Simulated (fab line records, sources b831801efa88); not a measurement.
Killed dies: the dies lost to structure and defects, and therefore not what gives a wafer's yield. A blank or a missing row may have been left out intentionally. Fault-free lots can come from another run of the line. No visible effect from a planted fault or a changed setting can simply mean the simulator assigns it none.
fab line records    flow gf180mcu
record: lots: 11  wafers: 33  lastDay: 34
route steps=602 shown MIM@512 M5@537 V5@543
lots untouched by any fault: they come from a run of this same line in which no faults occurred
startH: hours from the record's opening day to when the first of the lot's shown wafers began    waitH: how many hours have passed since the lot's step before this one    " identical to the entry in the row above    L1.1+2: several wafers, shown together as one row    - no value, or no start was given    * or withheld: withheld    < > ~ a bound
route shown NAME@n: a module of which the file shows steps, and the number in the route of the first    usual: average and standard deviation across the fault-free wafers    same: alike in all rows    chamber/n: place in a boat    sites: per-site readings    _std_site: standard deviation of those values    _edge_site: outer sites' mean less inner sites'    radiusMm: for every site, how far away it sits from the centre of the wafer    mask NAME#n: copy n    behind: the last tool/chamber to shape the wafer    hold: reason for holding the lot/hours on hold/outcome of the hold    device: whichever transistor did not switch (one of n, p or np)    end of line: at the end of the route, the tests of the same wafers    a step with no rows: only its recipe    killed: dies lost to structure and defects at the first sort, not the wafer's yield    map: a wafer's dies, marking killed ones x, the rest . and places with no die _
set.NAME: the setting the step ran with; set.NAME@STEP: the setting that earlier step ran with    model.NAME: the simulator's own value behind a step, which no gauge read
one table for each step of the route and one row for each wafer, over a sample of lots
services: a tool's chamber out of use, with start hour (startH, from the record's first day; less than 0 if before it), hours out, and reason
== steps ==
step: GF_MIM_SPUTTER_09
recipe: material: TiN  targetThkNm: 35  powerW: 6500  timeS: 29.2  chamberPressurePa: 0.4
usual: throttleValvePct: 29.6/1
lot.wafer  tool           chamber  startH  waitH  throttleValvePct
L481.2     pvdSputter-02  -        561.93  0.0    28.5
L481.3     "              -        "       "      28.6
L481.5     "              -        "       "      29.9
L482.1     pvdSputter-03  -        572.33  0.0    27.8
L482.2     "              -        "       "      29.8
L482.4     "              -        "       "      31.8
L483.1     pvdSputter-03  -        584.08  0.0    27.6
L483.3     "              -        "       "      29.8
L483.4     "              -        "       "      29.4
L484.2     pvdSputter-02  -        588.16  0.0    29.8
L484.4     "              -        "       "      28.6
L484.6     "              -        "       "      29.8
L489.1     pvdSputter-03  -        635.73  0.0    27.9
L489.4     "              -        "       "      31.8
L489.6     "              -        "       "      29.9
L490.1     pvdSputter-02  -        640.75  0.0    29.8
L490.2     "              -        "       "      30.1
L490.6     "              -        "       "      28.6
L494.3     pvdSputter-03  -        671.01  0.0    29.8
L494.5     "              -        "       "      31.7
L494.6     "              -        "       "      27.8
L495.1     pvdSputter-03  -        677.91  0.0    29.8
L495.2     "              -        "       "      29.7
L495.3     "              -        "       "      27.7
L496.2     pvdSputter-03  -        687.50  0.0    27.9
L496.3     "              -        "       "      31.6
L496.6     "              -        "       "      30.0
L500.2     pvdSputter-03  -        704.15  0.0    31.6
L500.3     "              -        "       "      27.7
L500.4     "              -        "       "      29.8
L504.1     pvdSputter-04  -        730.39  0.0    29.7
L504.3     "              -        "       "      29.8
L504.4     "              -        "       "      29.6
step: GF_M5_STRIP_11
recipe: chemistry: O2/N2  powerW: 1400  pressureMtorr: 1500  platenTempC: 250  o2FlowSccm: 3000  n2FlowSccm: 300  overashFraction: 0.5
usual: drypumpMotorCurrentA: 5.6/0.43  heaterPowerW: 327/31  n2FlowSccm: 300.0/1  oesProductAu: 0.524/0.005  stripTimeToEndpointS: 7.05/0.067
lot.wafer  tool            chamber  startH  waitH  drypumpMotorCurrentA  heaterPowerW  n2FlowSccm  oesProductAu  rfHoursCounterH  stripTimeToEndpointS
L481.2     plasmaAsher-02  0        605.82  0.1    5.8                   351           298.4       0.526         101              7.04
L481.3     "               1        "       "      6.6                   311           298.5       0.521         -                6.96
L481.5     "               0        "       "      5.8                   351           299.9       0.523         -                7.01
L482.1     plasmaAsher-01  0        615.56  0.1    5.6                   336           301.5       0.519         20               7.02
L482.2     "               1        "       "      5.2                   284           300.1       0.528         20               7.02
L482.4     "               1        "       "      5.2                   284           299.2       0.513         -                6.96
L483.1     plasmaAsher-02  0        626.47  0.1    5.8                   359           298.6       0.528         103              7.06
L483.3     "               1        "       "      6.7                   304           299.5       0.527         -                7.07
L483.4     "               0        "       "      5.8                   350           298.9       0.522         -                7.09
L484.2     plasmaAsher-03  1        629.97  0.1    5.7                   376           299.7       0.522         48               6.90
L484.4     "               1        "       "      5.7                   382           301.5       0.516         -                6.95
L484.6     "               1        "       "      5.7                   370           300.2       0.513         -                6.89
L489.1     plasmaAsher-03  0        675.62  0.1    5.3                   325           301.6       0.521         53               7.09
L489.4     "               1        "       "      5.7                   377           299.3       0.526         -                7.12
L489.6     "               0        "       "      5.3                   315           300.3       0.527         -                7.13
L490.1     plasmaAsher-01  1        679.77  0.1    5.2                   284           298.9       0.519         26               6.97
L490.2     "               0        "       "      5.6                   338           299.1       0.519         26               6.90
L490.6     "               1        "       "      5.2                   282           300.1       0.520         -                6.99
L494.3     plasmaAsher-01  1        707.35  0.1    5.2                   281           296.4       0.522         -                7.01
L494.5     "               0        "       "      5.6                   334           300.3       0.534         -                7.06
L494.6     "               1        "       "      5.1                   288           299.1       0.526         -                7.10
L495.1     plasmaAsher-03  1        715.97  0.1    5.7                   383           300.1       0.525         57               7.11
L495.2     "               0        "       "      5.3                   317           299.7       0.536         57               7.11
L495.3     "               1        "       "      5.7                   373           301.0       0.522         -                7.08
L496.2     plasmaAsher-03  1        724.82  0.1    5.7                   372           298.9       0.525         58               7.06
L496.3     "               0        "       "      5.2                   315           299.8       0.517         -                7.05
L496.6     "               0        "       "      5.3                   316           301.2       0.522         -                7.09
L500.2     plasmaAsher-01  1        740.27  0.1    5.2                   280           298.9       0.523         32               7.05
L500.3     "               1        "       "      5.2                   277           298.7       0.527         -                7.04
L500.4     "               0        "       "      5.6                   331           299.7       0.531         -                7.07
L504.1     plasmaAsher-02  0        765.25  0.2    5.8                   366           300.0       0.524         2                7.10
L504.3     "               0        "       "      5.8                   352           300.6       0.527         -                7.11
L504.4     "               1        "       "      6.6                   335           301.9       0.529         -                7.11
step: GF_V5_THK_MEAS_03
recipe: reads: SiO2_of_V5_CVD_02
usual: V5_CVD_02_THK: 1450/20
lot.wafer  tool          chamber  startH  waitH  V5_CVD_02_THK[nm]
L481.2     filmMetro-04  -        606.61  0.1    1449
L481.3     "             -        "       "      1419
L481.5     "             -        "       "      1481
L482.1     filmMetro-02  -        616.32  0.1    1436
L482.2     "             -        "       "      1430
L482.4     "             -        "       "      1449
L483.1     filmMetro-04  -        627.26  0.1    1425
L483.3     "             -        "       "      1448
L483.4     "             -        "       "      1476
L484.2     filmMetro-01  -        630.82  0.1    1435
L484.4     "             -        "       "      1472
L484.6     "             -        "       "      1436
L489.1     filmMetro-02  -        676.40  0.1    1439
L489.4     "             -        "       "      1447
L489.6     "             -        "       "      1444
L490.1     filmMetro-04  -        680.52  0.1    1438
L490.2     "             -        "       "      1467
L490.6     "             -        "       "      1467
L494.3     filmMetro-01  -        708.08  0.1    1462
L494.5     "             -        "       "      1475
L494.6     "             -        "       "      1464
L495.1     filmMetro-04  -        716.74  0.1    1448
L495.2     "             -        "       "      1448
L495.3     "             -        "       "      1446
L496.2     filmMetro-04  -        725.58  0.1    1436
L496.3     "             -        "       "      1451
L496.6     "             -        "       "      1464
L500.2     filmMetro-01  -        741.02  0.1    1451
L500.3     "             -        "       "      1428
L500.4     "             -        "       "      1448
L504.1     filmMetro-02  -        765.99  0.1    1434
L504.3     "             -        "       "      1436
L504.4     "             -        "       "      1463
step: GF_V5_PEB_12
recipe: pebTempC: 135  pebTimeS: 90  resist: KrF
usual: heaterPowerTotalW: 85.70/0.083  plateTempC: 135.02/0.13
lot.wafer  tool           chamber  startH  waitH  heaterPowerTotalW  plateTempC
L481.2     lithoTrack-04  0        626.39  -      85.71              135.01
L481.3     "              0        "       "      85.60              135.05
L481.5     "              0        "       "      85.77              135.01
L482.1     lithoTrack-02  0        636.36  -      85.65              135.33
L482.2     "              0        "       "      85.58              135.18
L482.4     "              0        "       "      85.60              135.34
L483.1     lithoTrack-01  0        646.86  -      85.79              135.04
L483.3     "              0        "       "      85.70              134.88
L483.4     "              0        "       "      85.69              135.18
L484.2     lithoTrack-04  0        650.69  -      85.72              135.14
L484.4     "              0        "       "      85.65              135.06
L484.6     "              0        "       "      85.76              135.04
L489.1     lithoTrack-04  0        695.01  -      85.59              134.98
L489.4     "              0        "       "      85.76              135.03
L489.6     "              0        "       "      85.76              134.77
L490.1     lithoTrack-02  0        699.26  -      85.63              135.06
L490.2     "              0        "       "      85.85              135.00
L490.6     "              0        "       "      85.74              134.98
L494.3     lithoTrack-02  0        725.93  -      84.34              133.15
L494.5     "              0        "       "      84.34              133.20
L494.6     "              0        "       "      84.29              133.24
L495.1     lithoTrack-02  0        734.46  -      84.15              133.31
L495.2     "              0        "       "      84.40              133.30
L495.3     "              0        "       "      84.28              133.09
L496.2     lithoTrack-01  0        742.89  -      85.79              135.23
L496.3     "              0        "       "      85.66              134.97
L496.6     "              0        "       "      85.75              135.02
L500.2     lithoTrack-01  0        761.79  -      85.56              134.99
L500.3     "              0        "       "      85.66              135.07
L500.4     "              0        "       "      85.76              135.08
L504.1     lithoTrack-04  0        781.11  -      85.70              135.19
L504.3     "              0        "       "      85.82              135.16
L504.4     "              0        "       "      85.74              135.19
step: GF_V5_CD_MEAS_14
recipe: targetCdNm: 260
usual: cdNm: 260.0/1.2
lot.wafer  tool      chamber  startH  waitH  hold                     cdNm
L481.2     cdSem-02  -        626.73  0.1    -                        259.0
L481.3     "         -        "       "      -                        258.3
L481.5     "         -        "       "      -                        258.6
L482.1     cdSem-02  -        636.71  0.1    -                        259.5
L482.2     "         -        "       "      -                        258.5
L482.4     "         -        "       "      -                        259.9
L483.1     cdSem-02  -        647.21  0.1    -                        258.2
L483.3     "         -        "       "      -                        259.9
L483.4     "         -        "       "      -                        259.7
L484.2     cdSem-02  -        651.03  0.1    -                        260.7
L484.4     "         -        "       "      -                        259.4
L484.6     "         -        "       "      -                        259.6
L489.1     cdSem-01  -        695.36  0.1    -                        260.6
L489.4     "         -        "       "      -                        261.3
L489.6     "         -        "       "      -                        259.8
L490.1     cdSem-02  -        699.61  0.1    -                        260.6
L490.2     "         -        "       "      -                        261.9
L490.6     "         -        "       "      -                        260.6
L494.3     cdSem-02  -        726.25  0.1    awaitDispo/0.2h/release  254.8
L494.5     "         -        "       "      awaitDispo/0.2h/release  254.4
L494.6     "         -        "       "      awaitDispo/0.2h/release  254.3
L494.3     cdSem-02  -        726.77  0.5    -                        255.0
L494.5     "         -        "       "      -                        254.4
L494.6     "         -        "       "      -                        254.3
L495.1     cdSem-01  -        734.81  0.1    awaitDispo/0.2h/release  253.7
L495.2     "         -        "       "      awaitDispo/0.2h/release  254.1
L495.3     "         -        "       "      awaitDispo/0.2h/release  252.7
L495.1     cdSem-01  -        735.27  0.4    -                        253.4
L495.2     "         -        "       "      -                        253.6
L495.3     "         -        "       "      -                        252.9
L496.2     cdSem-01  -        743.29  0.2    -                        260.8
L496.3     "         -        "       "      -                        260.2
L496.6     "         -        "       "      -                        259.8
L500.2     cdSem-02  -        762.13  0.1    -                        258.5
L500.3     "         -        "       "      -                        258.3
L500.4     "         -        "       "      -                        257.3
L504.1     cdSem-01  -        781.46  0.1    -                        260.4
L504.3     "         -        "       "      -                        260.8
L504.4     "         -        "       "      -                        262.2
== services ==
tool            chamber  startH  hours  kind
pvdSputter-02   -        544.63  6.2    repair
plasmaAsher-03  -        548.94  1.3    repair
pvdSputter-04   -        580.40  10.1   repair
pvdSputter-03   -        597.72  4.0    repair
plasmaAsher-03  -        626.33  2.2    repair
pvdSputter-03   -        627.47  0.6    repair
pvdSputter-03   3        636.35  -      consumableReplace:kit
pvdSputter-03   3        636.35  18.0   scheduledDown
pvdSputter-03   3        636.35  18.0   ventCycle
pvdSputter-02   -        648.32  4.0    repair
pvdSputter-04   -        653.52  4.0    repair
pvdSputter-02   3        690.34  -      consumableReplace:kit
pvdSputter-02   3        690.34  18.0   scheduledDown
pvdSputter-02   3        690.34  18.0   ventCycle
pvdSputter-03   -        699.28  2.1    repair
pvdSputter-03   -        700.86  0.8    repair
plasmaAsher-02  -        733.75  9.0    pm
plasmaAsher-02  0        733.75  9.0    ventCycle
plasmaAsher-02  1        733.75  9.0    ventCycle
pvdSputter-04   -        738.09  3.5    repair
pvdSputter-03   2        745.86  -      consumableReplace:kit
pvdSputter-03   2        745.86  18.0   scheduledDown
pvdSputter-03   2        745.86  18.0   ventCycle
plasmaAsher-03  -        754.98  1.9    repair
== key ==
firstSign: step: GF_V5_PEB_12  reading: heaterPowerTotalW  direction: down  sigmas: 17  usual: 85.70  struck: 84.30
effect: step: GF_V5_PEB_12  reading: plateTempC  direction: down  sigmas: 14  usual: *  struck: *
effect: step: GF_V5_CD_MEAS_14  reading: visit  direction: added
effect: step: GF_V5_CD_MEAS_14  reading: cdNm  direction: down  sigmas: 5.1  usual: 260.0  struck: 254.0
metAt GF_V5_PEB_12
struckLots L494,L495
notActingAt GF_MIM_SPUTTER_09,GF_M5_STRIP_11,GF_V5_THK_MEAS_03
onsetBetween 699.26 725.93
fault: kind: processParameterDrift  tool: lithoTrack-02  chamber: -  onsetH: 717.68  steps: GF_V5_PEB_12  channel: pebTempC  offset: *  shape: step  endH: 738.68  actsIn: *  stated: *
